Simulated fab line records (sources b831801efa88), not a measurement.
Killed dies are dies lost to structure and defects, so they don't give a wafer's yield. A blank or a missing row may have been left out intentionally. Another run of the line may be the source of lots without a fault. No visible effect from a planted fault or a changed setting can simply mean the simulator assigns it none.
Which tool did it? | flow sky130 | 33 wafers from 11 lots sampled at 5 of the route's 708 steps

## WHAT THE GAUGES SHOWED, per wafer
The record lacks any reading of a measuring or inspecting step that a usual standard deviation could be used to judge.

## EACH LOT AND THE TOOL THAT RAN IT (in order: tool; ch and the chambers of the sampled wafers; start)
lot  | SKY_METAL2_DESCUM_17              | SKY_METAL2_ETCH_18                | SKY_METAL4_METAL_ETCH_18          | SKY_PAD_OPEN_COAT_02              | SKY_PAD_OPEN_PROBE_99
L264 | rie metal-04 ch 0,1, day 35 16:47 | rie metal-04 ch 0,1, day 35 16:49 | rie metal-01 ch 0,1, day 42 06:25 | litho track-02 ch 0, day 45 15:22 | prober-01, day 46 04:35
L266 | rie metal-03 ch 1, day 36 12:07   | rie metal-03 ch 1, day 36 12:09   | rie metal-03 ch 0,1, day 42 22:43 | litho track-01 ch 0, day 46 06:38 | prober-01, day 46 18:40
L267 | rie metal-01 ch 0,1, day 36 15:40 | rie metal-01 ch 0,1, day 36 15:42 | rie metal-01 ch 0,1, day 43 02:07 | litho track-02 ch 0, day 46 09:55 | prober-02, day 46 22:22
L269 | rie metal-04 ch 0,1, day 37 06:44 | rie metal-04 ch 0,1, day 37 06:46 | rie metal-03 ch 0,1, day 43 16:58 | litho track-03 ch 0, day 46 23:46 | prober-02, day 47 12:12
L271 | rie metal-04 ch 0,1, day 38 02:34 | rie metal-04 ch 0,1, day 38 02:36 | rie metal-03 ch 0,1, day 44 10:31 | litho track-02 ch 0, day 47 13:34 | prober-02, day 48 02:26
L272 | rie metal-03 ch 0,1, day 38 07:19 | rie metal-03 ch 0,1, day 38 07:21 | rie metal-01 ch 1, day 44 14:08   | litho track-02 ch 0, day 47 17:56 | prober-01, day 48 05:50
L274 | rie metal-04 ch 0,1, day 39 01:37 | rie metal-04 ch 0,1, day 39 01:39 | rie metal-03 ch 0,1, day 45 05:05 | litho track-02 ch 0, day 48 05:47 | prober-02, day 48 17:44
L275 | rie metal-01 ch 0,1, day 39 05:32 | rie metal-01 ch 0,1, day 39 05:34 | rie metal-03 ch 0,1, day 45 09:44 | litho track-02 ch 0, day 48 10:52 | prober-01, day 48 23:02
L282 | rie metal-03 ch 0,1, day 41 08:07 | rie metal-03 ch 0,1, day 41 08:09 | rie metal-03 ch 0,1, day 47 03:52 | litho track-01 ch 0, day 49 22:52 | prober-02, day 50 09:10
L283 | rie metal-03 ch 0, day 41 11:44   | rie metal-03 ch 0, day 41 11:49   | rie metal-03 ch 0,1, day 47 07:59 | litho track-01 ch 0, day 50 02:01 | prober-01, day 50 12:38
L284 | rie metal-03 ch 0, day 41 22:14   | rie metal-03 ch 0, day 41 22:19   | rie metal-01 ch 0,1, day 47 16:02 | litho track-03 ch 0, day 50 08:10 | prober-02, day 50 18:41
- SKY_METAL2_DESCUM_17: chemistry O2, time 8 s.
- SKY_METAL2_ETCH_18: etches BARC in N2/H2, stops on SiO2, time 45.9 s, target depth 60 nm.
- SKY_METAL4_METAL_ETCH_18: etches the open film in Cl2/BCl3, stops on SiO2, target depth 845 nm, time 183.1 s.
- SKY_PAD_OPEN_COAT_02: resist thk 3000 nm.
- SKY_PAD_OPEN_PROBE_99

## WHAT THE TOOLS THEMSELVES READ (means of the sampled wafers that have a number; where no wafer has one, the mark that the record gives instead)
SKY_METAL2_DESCUM_17. Usual: drypump motor current A 5.58 A, standard deviation 0.3; oes product au 1.005 a.u., standard deviation 0.012; temp c 40.00 C, standard deviation 0.11.
lot  | tool         | drypump motor current A (A) | oes product au (a.u.) | temp c (C) | flag
L264 | rie metal-04 | 5.57                        | 0.996                 | 40.14      |
L266 | rie metal-03 | 5.76                        | 0.999                 | 39.98      |
L267 | rie metal-01 | 5.72                        | 1.000                 | 39.82      |
L269 | rie metal-04 | 5.57                        | 0.998                 | 39.86      |
L271 | rie metal-04 | 5.38                        | 1.002                 | 39.98      |
L272 | rie metal-03 | 5.67                        | 1.011                 | 40.00      |
L274 | rie metal-04 | 5.57                        | 0.995                 | 40.11      |
L275 | rie metal-01 | 5.74                        | 1.005                 | 40.08      |
L282 | rie metal-03 | 5.63                        | 1.011                 | 40.06      |
L283 | rie metal-03 | 5.56                        | 1.026                 | 40.09      |
L284 | rie metal-03 | 5.55                        | 1.021                 | 40.09      |

SKY_METAL2_ETCH_18. Usual: drypump motor current A 5.6 A, standard deviation 0.3; oes product au 0.854 a.u., standard deviation 0.0048; throttle valve pct 13.224 %, standard deviation 0.0098.
lot  | tool         | drypump motor current A (A) | oes product au (a.u.) | throttle valve pct (%) | flag
L264 | rie metal-04 | 5.6                         | 0.855                 | 13.215                 |
L266 | rie metal-03 | 5.8                         | 0.859                 | 13.227                 |
L267 | rie metal-01 | 5.7                         | 0.855                 | 13.231                 |
L269 | rie metal-04 | 5.6                         | 0.856                 | 13.226                 |
L271 | rie metal-04 | 5.4                         | 0.858                 | 13.217                 |
L272 | rie metal-03 | 5.7                         | 0.857                 | 13.223                 |
L274 | rie metal-04 | 5.6                         | 0.853                 | 13.233                 |
L275 | rie metal-01 | 5.8                         | 0.852                 | 13.228                 |
L282 | rie metal-03 | 5.7                         | 0.850                 | 13.225                 |
L283 | rie metal-03 | 5.6                         | 0.851                 | 13.228                 |
L284 | rie metal-03 | 5.6                         | 0.854                 | 13.226                 |

SKY_METAL4_METAL_ETCH_18. Usual: bcl3 flow sccm 30.00 sccm, standard deviation 0.088; drypump motor current A 5.6 A, standard deviation 0.34; oes product au 0.863 a.u., standard deviation 0.0072; throttle valve pct 22.263 %, standard deviation 0.0096.
lot  | tool         | bcl3 flow sccm (sccm) | drypump motor current A (A) | oes product au (a.u.) | throttle valve pct (%) | flag
L264 | rie metal-01 | 29.99                 | 5.4                         | 0.852                 | 22.262                 |
L266 | rie metal-03 | 30.02                 | 5.7                         | 0.866                 | 22.256                 |
L267 | rie metal-01 | 30.01                 | 5.4                         | 0.868                 | 22.265                 |
L269 | rie metal-03 | 30.15                 | 5.7                         | 0.859                 | 22.259                 |
L271 | rie metal-03 | 30.05                 | 5.7                         | 0.868                 | 22.269                 |
L272 | rie metal-01 | 30.07                 | 5.1                         | 0.860                 | 22.264                 |
L274 | rie metal-03 | 29.93                 | 5.7                         | 0.868                 | 22.263                 |
L275 | rie metal-03 | 29.98                 | 5.7                         | 0.864                 | 22.257                 |
L282 | rie metal-03 | 29.93                 | 5.7                         | 0.859                 | 22.259                 |
L283 | rie metal-03 | 30.02                 | 5.7                         | 0.859                 | 22.257                 |
L284 | rie metal-01 | 30.04                 | 5.8                         | 0.859                 | 22.264                 |

SKY_PAD_OPEN_COAT_02. Usual: resist line temp C 22.98 C, standard deviation 0.12; spin speed rpm 2000.0 rpm, standard deviation 1.3.
lot  | tool           | resist line temp C (C) | spin speed rpm (rpm) | flag
L264 | litho track-02 | 22.96                  | 2000.7               |
L266 | litho track-01 | 23.05                  | 1998.9               |
L267 | litho track-02 | 23.04                  | 2000.5               |
L269 | litho track-03 | 22.97                  | 1999.6               |
L271 | litho track-02 | 22.99                  | 2000.3               |
L272 | litho track-02 | 23.15                  | 1998.0               |
L274 | litho track-02 | 22.94                  | 2047.0               | OFF
L275 | litho track-02 | 22.99                  | 2047.4               | OFF
L282 | litho track-01 | 22.73                  | 1999.9               |
L283 | litho track-01 | 23.04                  | 2000.6               |
L284 | litho track-03 | 22.83                  | 1999.2               |

SKY_PAD_OPEN_PROBE_99. Usual: defect limited yield 82.9 %, standard deviation 2; killed_at_M0_to_M3 43, standard deviation 7; killed_at_M4_up 3.0, standard deviation 1.9; killed at contacts 24, standard deviation 4.6; killed at front end 15, standard deviation 4.1; killed at other 0.3, standard deviation 0.52; killed dies 84, standard deviation 9.7; killed on rim 16, standard deviation 3.6; killed open 46, standard deviation 6.9; killed short 38, standard deviation 6.8; sort_bin_3_pad_short 0.8 %, standard deviation 0.41; sort_bin_5_function 10.2 %, standard deviation 1.5; sort_bin_6_memory 6.1 %, standard deviation 1.1; sort n pass 408, standard deviation 9.7; sort yield pct 82.9 %, standard deviation 2.
lot  | tool      | defect limited yield (%) | killed_at_M0_to_M3 | killed_at_M4_up | killed at contacts | killed at front end | killed at other | killed dies | killed on rim | killed open | killed short | sort_bin_3_pad_short (%) | sort_bin_5_function (%) | sort_bin_6_memory (%) | sort n pass | sort yield pct (%) | flag
L264 | prober-01 | 82.6                     | 40                 | 2.7             | 23                 | 20                  | 0.7             | 86          | 18            | 49          | 36           | 0.9                      | 10.7                    | 5.8                   | 406         | 82.6               |
L266 | prober-01 | 83.3                     | 42                 | 3.0             | 22                 | 14                  | 0.7             | 82          | 14            | 47          | 35           | 0.7                      | 9.9                     | 6.0                   | 410         | 83.3               |
L267 | prober-02 | 81.4                     | 45                 | 4.3             | 23                 | 19                  | 0.0             | 92          | 16            | 53          | 39           | 1.1                      | 11.0                    | 6.6                   | 400         | 81.4               |
L269 | prober-02 | 81.0                     | 48                 | 1.3             | 26                 | 18                  | 0.3             | 94          | 21            | 47          | 46           | 0.6                      | 11.7                    | 6.8                   | 398         | 81.0               |
L271 | prober-02 | 81.4                     | 50                 | 4.0             | 21                 | 17                  | 0.0             | 91          | 17            | 47          | 44           | 1.2                      | 11.0                    | 6.4                   | 401         | 81.4               |
L272 | prober-01 | 82.0                     | 42                 | 4.3             | 27                 | 15                  | 0.3             | 89          | 17            | 51          | 37           | 0.7                      | 10.7                    | 6.6                   | 403         | 82.0               |
L274 | prober-02 | 81.1                     | 46                 | 3.7             | 27                 | 15                  | 0.7             | 93          | 18            | 46          | 45           | 0.9                      | 11.3                    | 6.6                   | 399         | 81.1               |
L275 | prober-01 | 84.8                     | 41                 | 3.0             | 16                 | 15                  | 0.3             | 75          | 13            | 42          | 31           | 1.2                      | 9.1                     | 5.0                   | 417         | 84.8               |
L282 | prober-02 | 84.4                     | 38                 | 1.7             | 23                 | 13                  | 0.7             | 77          | 13            | 49          | 27           | 0.3                      | 9.8                     | 5.5                   | 415         | 84.4               |
L283 | prober-01 | 84.5                     | 35                 | 3.7             | 25                 | 12                  | 0.7             | 76          | 17            | 42          | 34           | 1.0                      | 9.2                     | 5.3                   | 416         | 84.5               |
L284 | prober-02 | 82.8                     | 40                 | 3.0             | 28                 | 14                  | 0.0             | 85          | 16            | 41          | 43           | 1.0                      | 10.3                    | 5.9                   | 407         | 82.8               |

## THE ANSWER, worked out from the rows above alone
Rule: a lot counts as off when the mean over its wafers that have a number is more than 3 standard deviations away from the usual mean. A lot without any number at a reading at which 4 lots or more have one is off too. Any other lot the step has rows for is counted as sound. Order of review: gauges by route order, followed by the tools' own readings, for which a lot's mean as printed above is used. At the first step where some lot is off, the reading lying furthest off is the one used; lots without a number count as furthest.
Off: L274, L275 (SKY_PAD_OPEN_COAT_02, spin speed rpm).
If a tool, at that step or one of the process steps before it, ran each lot that is off and ran no sound lot following the first of them, it fits. One fits: SKY_PAD_OPEN_COAT_02 on litho track-02. A fault onset in the window from L272 (day 47 17:56, its last sound lot) to L274 (day 48 05:47, its first lot off) fits.
The tool's own readings at SKY_PAD_OPEN_COAT_02 bear it out: on the lots that are off they differ by more than 5 times the standard deviation of the sound lots' means. spin speed rpm reads 2047.2 rpm there against 1999.7 rpm on the sound lots.

## WHAT THE SIMULATOR HAD PUT IN
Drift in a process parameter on litho track-02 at SKY_PAD_OPEN_COAT_02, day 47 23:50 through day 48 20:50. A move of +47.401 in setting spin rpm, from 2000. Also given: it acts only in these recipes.
Shown lots that were struck: L274, L275. The rule above reached the same finding.
